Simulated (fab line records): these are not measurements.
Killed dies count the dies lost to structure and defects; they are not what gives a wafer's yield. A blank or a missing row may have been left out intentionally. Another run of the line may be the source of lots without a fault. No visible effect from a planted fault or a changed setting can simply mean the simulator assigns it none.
fab line records + flow gf180mcu
record:
- lots: 6
- wafers: 18
- lastDay: 34
route steps=602 shown MIM@524 M5@526
lots with no fault: from the same line, run without faults
startH: hours from the record's first day to the start of the lot's first wafer shown + waitH: hours since the lot's step before + " the same as in the row above + L1.1+2: one row covering several wafers at once + - no value, or no start given + * or withheld: withheld + < > ~ a bound
route shown NAME@n: a module of which the file shows steps, and the number in the route of the first + usual: mean/standard deviation taken from wafers without a fault + same: alike in all rows + chamber/n: place in a boat + sites: per-site readings + _std_site: the values' standard deviation + _edge_site: mean of outer sites minus mean of inner sites + radiusMm: for every site, how far away it sits from the centre of the wafer + mask NAME#n: copy n + behind: the tool/chamber that last shaped the wafer + hold: what put the lot on hold/how long, in hours/how the hold closed + device: transistor that didn't switch, given as n, p or np + end of line: tests of these same wafers at the route's end + a step with no rows: only its recipe + killed: dies lost to structure and defects at the first sort, not the wafer's yield + map: the dies of a wafer, with x for killed, . for not killed, _ for no die there
set.NAME: the setting as run; set.NAME@STEP: as run at that earlier step + model.NAME: the simulator's own value behind a step, which no gauge read
certain route steps with their lots: each step a table, each wafer a row
services: the hour from which a tool's chamber was out of use, counted from the record's first day as startH (under 0 if before that day), plus the number of hours and why
== steps ==
step: GF_MIM_STRIP_21
recipe:
- chemistry: postEtchResidueRemover
- timeS: 1200
- tempC: 72.5
step: GF_MIM_CLEAN_22
recipe:
- chemistry: DIW
- dry: n2Spin
step: GF_M5_DEHYDRATE_00
recipe:
- tempC: 200
- timeS: 60
step: GF_M5_HMDS_01
recipe:
- primeTimeS: 60
- primeTempC: 120
step: GF_M5_COAT_02
recipe:
- resist: KrF
- spinRpm: withheld
- resistThkNm: 1000
step: GF_M5_SOFTBAKE_03
recipe:
- tempC: 130
- timeS: 60
- resist: KrF
step: GF_M5_EXPOSE_04
recipe:
- maskId: Metal5
- targetCdNm: 280
- na: 0.68
- sourceShape: conventional
- sigmaOuter: 0.6
- doseMj: 28
step: GF_M5_PEB_05
recipe:
- pebTempC: 135
- pebTimeS: 90
- resist: KrF
step: GF_M5_DEVELOP_06
recipe:
- developTimeS: 60
- devTempC: 21
step: GF_M5_CD_MEAS_07
recipe:
- targetCdNm: 280
usual:
- cdNm: 280.0/1.3
| lot.wafer | tool     | chamber | startH | waitH | cdNm  |
|-----------|----------|---------|--------|-------|-------|
| L436.1    | cdSem-02 | -       | 629.39 | 0.1   | 278.2 |
| L436.2    | "        | -       | "      | "     | 280.0 |
| L436.6    | "        | -       | "      | "     | 278.0 |
| L443.2    | cdSem-01 | -       | 678.81 | 0.1   | 281.2 |
| L443.5    | "        | -       | "      | "     | 281.6 |
| L443.6    | "        | -       | "      | "     | 281.5 |
| L444.1    | cdSem-01 | -       | 688.34 | 0.1   | 280.9 |
| L444.4    | "        | -       | "      | "     | 279.1 |
| L444.5    | "        | -       | "      | "     | 279.7 |
| L447.3    | cdSem-01 | -       | 703.23 | 0.2   | 279.2 |
| L447.4    | "        | -       | "      | "     | 277.6 |
| L447.5    | "        | -       | "      | "     | 279.4 |
| L450.2    | cdSem-02 | -       | 726.07 | 0.1   | 278.3 |
| L450.3    | "        | -       | "      | "     | 279.0 |
| L450.4    | "        | -       | "      | "     | 277.9 |
| L455.1    | cdSem-02 | -       | 755.90 | 0.1   | 282.0 |
| L455.4    | "        | -       | "      | "     | 282.3 |
| L455.5    | "        | -       | "      | "     | 282.6 |
step: GF_M5_OVL_MEAS_08
usual:
- M5_OVL: 2/5.1
| lot.wafer | tool       | chamber | startH | waitH | M5_OVL[nm] |
|-----------|------------|---------|--------|-------|------------|
| L436.1    | overlay-01 | -       | 629.51 | 0.1   | 3          |
| L436.2    | "          | -       | "      | "     | 3          |
| L436.6    | "          | -       | "      | "     | 7          |
| L443.2    | overlay-01 | -       | 678.92 | 0.1   | 9          |
| L443.5    | "          | -       | "      | "     | 10         |
| L443.6    | "          | -       | "      | "     | 14         |
| L444.1    | overlay-01 | -       | 688.46 | 0.1   | 0          |
| L444.4    | "          | -       | "      | "     | -3         |
| L444.5    | "          | -       | "      | "     | -8         |
| L447.3    | overlay-02 | -       | 703.33 | 0.1   | 4          |
| L447.4    | "          | -       | "      | "     | 6          |
| L447.5    | "          | -       | "      | "     | 6          |
| L450.2    | overlay-01 | -       | 726.18 | 0.1   | -4         |
| L450.3    | "          | -       | "      | "     | 1          |
| L450.4    | "          | -       | "      | "     | 0          |
| L455.1    | overlay-02 | -       | 756.02 | 0.1   | -3         |
| L455.4    | "          | -       | "      | "     | -3         |
| L455.5    | "          | -       | "      | "     | -2         |
step: GF_M5_ETCH_09
recipe:
- chemistry: CF4/O2
- target: Si3N4
- targetDepthNm: 52
- sourceW: 800
- biasW: 150
- pressureMtorr: 150
- cf4FlowSccm: 80
- O2_flow_sccm: 10
- timeS: 11.6
usual:
- O2_flow_sccm: 10.00/0.03
- biasW: 149.9/0.47
- drypumpMotorCurrentA: 5.93/0.22
- oesProductAu: 1.001/0.011
- throttleValvePct: 5.971/0.0088
| lot.wafer | tool       | chamber | startH | waitH | O2_flow_sccm | biasW | drypumpMotorCurrentA | oesProductAu | rfHoursCounterH | throttleValvePct |
|-----------|------------|---------|--------|-------|--------------|-------|----------------------|--------------|-----------------|------------------|
| L436.1    | rieDiel-04 | 0       | 629.55 | 0.0   | 10.06        | 151.0 | 6.11                 | 1.004        | 22              | 5.958            |
| L436.2    | "          | 3       | "      | "     | 9.98         | 150.5 | 5.84                 | 1.006        | 20              | 5.985            |
| L436.6    | "          | 2       | "      | "     | 10.02        | 150.1 | 6.32                 | 0.980        | -               | 5.961            |
| L443.2    | rieDiel-02 | 3       | 678.95 | 0.0   | 9.97         | 149.9 | 5.78                 | 1.011        | 7               | 5.990            |
| L443.5    | "          | 2       | "      | "     | 10.01        | 149.8 | 5.83                 | 1.005        | -               | 5.970            |
| L443.6    | "          | 1       | "      | "     | 9.98         | 149.9 | 5.79                 | 1.008        | -               | 5.954            |
| L444.1    | rieDiel-02 | 2       | 688.50 | 0.0   | 10.00        | 149.7 | 5.84                 | 0.999        | 7               | 5.967            |
| L444.4    | "          | 3       | "      | "     | 9.93         | 149.8 | 5.79                 | 1.003        | 7               | 5.977            |
| L444.5    | "          | 2       | "      | "     | 10.00        | 149.4 | 5.86                 | 0.998        | -               | 5.971            |
| L447.3    | rieDiel-04 | 3       | 703.35 | 0.0   | 9.99         | 150.1 | 5.84                 | 1.007        | 22              | 5.965            |
| L447.4    | "          | 0       | "      | "     | 9.96         | 149.7 | 6.09                 | 1.003        | 24              | 5.957            |
| L447.5    | "          | 1       | "      | "     | 9.99         | 150.2 | 5.85                 | 1.007        | -               | 5.988            |
| L450.2    | rieDiel-04 | 3       | 726.21 | 0.0   | 9.99         | 149.7 | 5.85                 | 1.014        | 23              | 5.973            |
| L450.3    | "          | 0       | "      | "     | 9.94         | 149.3 | 6.10                 | 1.018        | 25              | 5.979            |
| L450.4    | "          | 1       | "      | "     | 9.99         | 149.5 | 5.86                 | 1.010        | 5               | 5.972            |
| L455.1    | rieDiel-03 | 0       | 756.06 | 0.0   | 10.03        | 150.5 | 6.18                 | 0.992        | 10              | 5.968            |
| L455.4    | "          | 2       | "      | "     | 9.99         | 149.9 | 5.33                 | 0.991        | 13              | 5.984            |
| L455.5    | "          | 1       | "      | "     | 9.99         | 150.1 | 5.83                 | 1.010        | -               | 5.962            |
step: GF_M5_METAL_ETCH_10
recipe:
- chemistry: Cl2/BCl3
- maskMaterial: KrF
- targetDepthNm: 627.5
- stopOn: SiO2
- pressureMtorr: 8
- icpW: 800
- biasW: 140
- Cl2_flow_sccm: 80
- bcl3FlowSccm: 40
- timeS: 104.6
usual:
- bcl3FlowSccm: 40.00/0.12
- biasW: 140.1/0.44
- drypumpMotorCurrentA: 6.0/0.44
- mfcCl2Sccm: 80.03/0.27
- oesProductAu: 0.972/0.0058
- throttleValvePct: 28.250/0.01
| lot.wafer | tool        | chamber | startH | waitH | bcl3FlowSccm | biasW | drypumpMotorCurrentA | mfcCl2Sccm | oesProductAu | rfHoursCounterH | throttleValvePct | model.KrF_of_M5_COAT_02.thkNm |
|-----------|-------------|---------|--------|-------|--------------|-------|----------------------|------------|--------------|-----------------|------------------|-------------------------------|
| L436.1    | rieMetal-03 | 1       | 629.57 | 0.0   | 40.17        | 140.1 | 5.0                  | 79.66      | 0.978        | 8               | 28.259           | 694.4                         |
| L436.2    | "           | 0       | "      | "     | 39.82        | 139.4 | 6.7                  | 80.24      | 0.972        | 1               | 28.245           | 703.1                         |
| L436.6    | "           | 1       | "      | "     | 40.01        | 139.9 | 5.0                  | 80.04      | 0.964        | -               | 28.253           | 696.3                         |
| L443.2    | rieMetal-01 | 0       | 678.97 | 0.0   | -            | -     | -                    | -          | -            | -               | -                | 948                           |
| L443.5    | "           | 1       | "      | "     | -            | -     | -                    | -          | -            | -               | -                | 949.9                         |
| L443.6    | "           | 0       | "      | "     | -            | -     | -                    | -          | -            | -               | -                | 947.5                         |
| L444.1    | rieMetal-04 | 0       | 688.52 | 0.0   | -            | -     | -                    | -          | -            | -               | -                | 950.4                         |
| L444.4    | "           | 1       | "      | "     | -            | -     | -                    | -          | -            | -               | -                | 946.8                         |
| L444.5    | "           | 1       | "      | "     | -            | -     | -                    | -          | -            | -               | -                | 951.6                         |
| L447.3    | rieMetal-03 | 1       | 703.41 | 0.0   | 39.87        | 139.7 | 5.0                  | 79.98      | 0.974        | -               | 28.248           | 691.9                         |
| L447.4    | "           | 0       | "      | "     | 39.81        | 140.1 | 6.7                  | 80.14      | 0.982        | -               | 28.239           | 693.6                         |
| L447.5    | "           | 1       | "      | "     | 39.78        | 140.5 | 5.0                  | 79.72      | 0.972        | -               | 28.240           | 693.8                         |
| L450.2    | rieMetal-03 | 1       | 726.23 | 0.0   | 39.89        | 140.5 | 5.0                  | 80.02      | 0.966        | 11              | 28.255           | 691.8                         |
| L450.3    | "           | 0       | "      | "     | 39.99        | 139.7 | 6.6                  | 80.09      | 0.972        | -               | 28.242           | 695                           |
| L450.4    | "           | 1       | "      | "     | 39.96        | 140.3 | 5.0                  | 79.64      | 0.976        | -               | 28.246           | 688.8                         |
| L455.1    | rieMetal-01 | 0       | 756.08 | 0.0   | 40.22        | 139.1 | 6.0                  | 80.20      | 0.976        | 12              | 28.239           | 694.7                         |
| L455.4    | "           | 0       | "      | "     | 40.09        | 139.9 | 6.0                  | 79.97      | 0.975        | -               | 28.252           | 700                           |
| L455.5    | "           | 0       | "      | "     | 40.12        | 139.7 | 6.0                  | 80.01      | 0.962        | -               | 28.276           | 695.9                         |
step: GF_M5_STRIP_11
recipe:
- chemistry: O2/N2
- powerW: 1400
- pressureMtorr: 1500
- platenTempC: 250
- o2FlowSccm: 3000
- n2FlowSccm: 300
- overashFraction: 0.5
usual:
- drypumpMotorCurrentA: 5.6/0.37
- heaterPowerW: 335/26
- oesProductAu: 0.544/0.0048
- stripTimeToEndpointS: 7.53/0.059
| lot.wafer | tool           | chamber | startH | waitH | drypumpMotorCurrentA | heaterPowerW | oesProductAu | rfHoursCounterH | stripTimeToEndpointS |
|-----------|----------------|---------|--------|-------|----------------------|--------------|--------------|-----------------|----------------------|
| L436.1    | plasmaAsher-04 | 0       | 629.68 | 0.1   | 5.4                  | 361          | 0.535        | 86              | 7.47                 |
| L436.2    | "              | 1       | "      | "     | 5.5                  | 324          | 0.544        | 86              | 7.56                 |
| L436.6    | "              | 1       | "      | "     | 5.5                  | 323          | 0.551        | -               | 7.48                 |
| L443.2    | plasmaAsher-04 | 1       | 679.08 | 0.1   | 5.5                  | 333          | 0.648        | 90              | 9.94                 |
| L443.5    | "              | 1       | "      | "     | 5.5                  | 325          | 0.645        | -               | 9.94                 |
| L443.6    | "              | 0       | "      | "     | 5.4                  | 357          | 0.648        | -               | 9.95                 |
| L444.1    | plasmaAsher-04 | 1       | 688.63 | 0.1   | 5.5                  | 315          | 0.645        | 91              | 9.95                 |
| L444.4    | "              | 1       | "      | "     | 5.5                  | 324          | 0.635        | -               | 9.94                 |
| L444.5    | "              | 0       | "      | "     | 5.4                  | 356          | 0.643        | -               | 9.98                 |
| L447.3    | plasmaAsher-02 | 1       | 703.52 | 0.1   | 5.9                  | 306          | 0.538        | -               | 7.45                 |
| L447.4    | "              | 0       | "      | "     | 6.1                  | 341          | 0.535        | -               | 7.48                 |
| L447.5    | "              | 1       | "      | "     | 5.9                  | 308          | 0.539        | -               | 7.49                 |
| L450.2    | plasmaAsher-01 | 1       | 726.34 | 0.1   | 6.4                  | 393          | 0.537        | 102             | 7.47                 |
| L450.3    | "              | 1       | "      | "     | 6.4                  | 374          | 0.545        | -               | 7.48                 |
| L450.4    | "              | 0       | "      | "     | 5.1                  | 279          | 0.538        | -               | 7.43                 |
| L455.1    | plasmaAsher-01 | 1       | 756.19 | 0.1   | 6.4                  | 370          | 0.549        | 1               | 7.49                 |
| L455.4    | "              | 1       | "      | "     | 6.4                  | 384          | 0.540        | -               | 7.54                 |
| L455.5    | "              | 0       | "      | "     | 5.1                  | 275          | 0.538        | -               | 7.49                 |
step: GF_M5_STRIP_12
recipe:
- chemistry: postEtchResidueRemover
- timeS: 1200
- tempC: 72.5
== services ==
| tool           | chamber | startH | hours | kind          |
|----------------|---------|--------|-------|---------------|
| rieMetal-04    | -       | 624.35 | 2.8   | pm            |
| plasmaAsher-01 | -       | 631.97 | 1.2   | repair        |
| rieMetal-01    | -       | 641.87 | 2.8   | pm            |
| rieMetal-03    | 1       | 660.74 | 14.5  | repair        |
| rieMetal-04    | 0       | 661.92 | -     | clean         |
| rieDiel-02     | 0       | 667.46 | 5.2   | repair        |
| rieMetal-03    | 1       | 685.62 | 2.4   | repair        |
| rieMetal-03    | 1       | 692.08 | 5.1   | repair        |
| rieDiel-02     | 1       | 701.56 | 2.1   | repair        |
| rieMetal-01    | 1       | 709.13 | -     | clean         |
| rieMetal-01    | 1       | 709.13 | 14.1  | scheduledDown |
| rieMetal-01    | 1       | 709.13 | 14.1  | ventCycle     |
| rieDiel-04     | 2       | 712.65 | 1.2   | repair        |
| plasmaAsher-02 | -       | 714.62 | 5.3   | repair        |
| rieDiel-04     | 0       | 714.90 | 1.2   | repair        |
| rieDiel-04     | -       | 716.79 | 0.9   | repair        |
| rieMetal-01    | 0       | 726.47 | 21.6  | repair        |
| rieDiel-03     | -       | 730.88 | 0.1   | repair        |
| plasmaAsher-01 | -       | 733.75 | 9.0   | pm            |
| plasmaAsher-01 | 0       | 733.75 | 9.0   | ventCycle     |
| plasmaAsher-01 | 1       | 733.75 | 9.0   | ventCycle     |
| plasmaAsher-01 | 0       | 742.75 | -     | clean         |
| plasmaAsher-01 | 1       | 742.75 | -     | clean         |
| plasmaAsher-04 | -       | 753.41 | 28.1  | pm            |
== key ==
firstSign:
- step: GF_M5_METAL_ETCH_10
- reading: toolRecord
- direction: missing
effect:
- step: GF_M5_STRIP_11
- reading: stripTimeToEndpointS
- direction: up
- sigmas: 41
- usual: *
- struck: *
modelEffect:
- step: GF_M5_METAL_ETCH_10
- value: KrF_of_M5_COAT_02.thkNm
- without: 700.8
- struck: 949
metAt GF_M5_METAL_ETCH_10
struckWafers L443.2,L443.5,L443.6,L444.1,L444.4,L444.5
laterRowsLeftOut L443.2,L443.5,L443.6,L444.1,L444.4,L444.5
sortLeftOut L443.2,L443.5,L443.6,L444.1,L444.4,L444.5
fault:
- kind: skippedStepWhole
- tool: rieMetal-01,rieMetal-04
- chamber: -
- onsetH: 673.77
- steps: GF_M5_METAL_ETCH_10
- scope: struckLotsOnly
sortLeftOut: the simulated sort isn't trusted on such a fault, so these wafers' sort isn't shown, and their yield isn't known
laterRowsLeftOut: the simulator's readings of these wafers behind a module that went badly wrong aren't trusted and aren't shown, but for the sort
